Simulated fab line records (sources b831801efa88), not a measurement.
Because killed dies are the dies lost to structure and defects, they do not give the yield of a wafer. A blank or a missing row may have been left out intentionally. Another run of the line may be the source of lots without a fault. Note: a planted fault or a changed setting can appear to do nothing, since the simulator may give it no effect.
Chamber matching / flow sky130 / pecvd-04 running SKY_PASSIVATION_CVD_00: 3 sister chambers
The step deposits SiO2, target thk 90 nm. 6 wafers are shown with their chamber, then 12 later ones without.

WAFERS WITH THEIR CHAMBER
wafer=L081.3; chamber=0; heater_power_w (W)=606
wafer=L081.4; chamber=0; heater_power_w (W)=621
wafer=L081.5; chamber=2; heater_power_w (W)=766
wafer=L088.2; chamber=1; heater_power_w (W)=577
wafer=L088.4; chamber=1; heater_power_w (W)=566
wafer=L088.5; chamber=2; heater_power_w (W)=807

WAFERS WITH NO CHAMBER GIVEN
wafer=L089.2; heater_power_w (W)=779
wafer=L089.3; heater_power_w (W)=613
wafer=L089.6; heater_power_w (W)=705
wafer=L090.2; heater_power_w (W)=589
wafer=L090.4; heater_power_w (W)=820
wafer=L090.5; heater_power_w (W)=613
wafer=L091.4; heater_power_w (W)=658
wafer=L091.5; heater_power_w (W)=809
wafer=L091.6; heater_power_w (W)=556
wafer=L097.1; heater_power_w (W)=569
wafer=L097.3; heater_power_w (W)=721
wafer=L097.6; heater_power_w (W)=806

CHAMBER TAKEN BY EACH
wafer=L089.2; from the rows above=2; in truth=2
wafer=L089.3; from the rows above=0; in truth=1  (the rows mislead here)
wafer=L089.6; from the rows above=can't be placed: 2 or 0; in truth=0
wafer=L090.2; from the rows above=can't be placed: 1 or 0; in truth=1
wafer=L090.4; from the rows above=2; in truth=2
wafer=L090.5; from the rows above=0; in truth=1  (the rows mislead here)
wafer=L091.4; from the rows above=0; in truth=0
wafer=L091.5; from the rows above=2; in truth=2
wafer=L091.6; from the rows above=1; in truth=1
wafer=L097.1; from the rows above=1; in truth=1
wafer=L097.3; from the rows above=2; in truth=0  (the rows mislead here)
wafer=L097.6; from the rows above=2; in truth=2
Correctly placed: 7 of 12. Can't be placed from these rows: 2 (the true chamber is among the candidates in 2). Placed wrongly: 3.
How it was worked out, from the rows above alone: a wafer's distance from a chamber is the root of the sum, over the readings, of the square of ((its reading less the chamber's mean) divided by the reading's scatter). If the next closest chamber is less than 2 further off than the closest, the wafer can't be placed; otherwise it belongs to the closest. Each chamber's mean is taken over the wafers shown for it. The scatter is the square root of a quotient: the sum, over the shown wafers, of each reading's squared deviation from its chamber's mean, divided by wafers minus chambers.
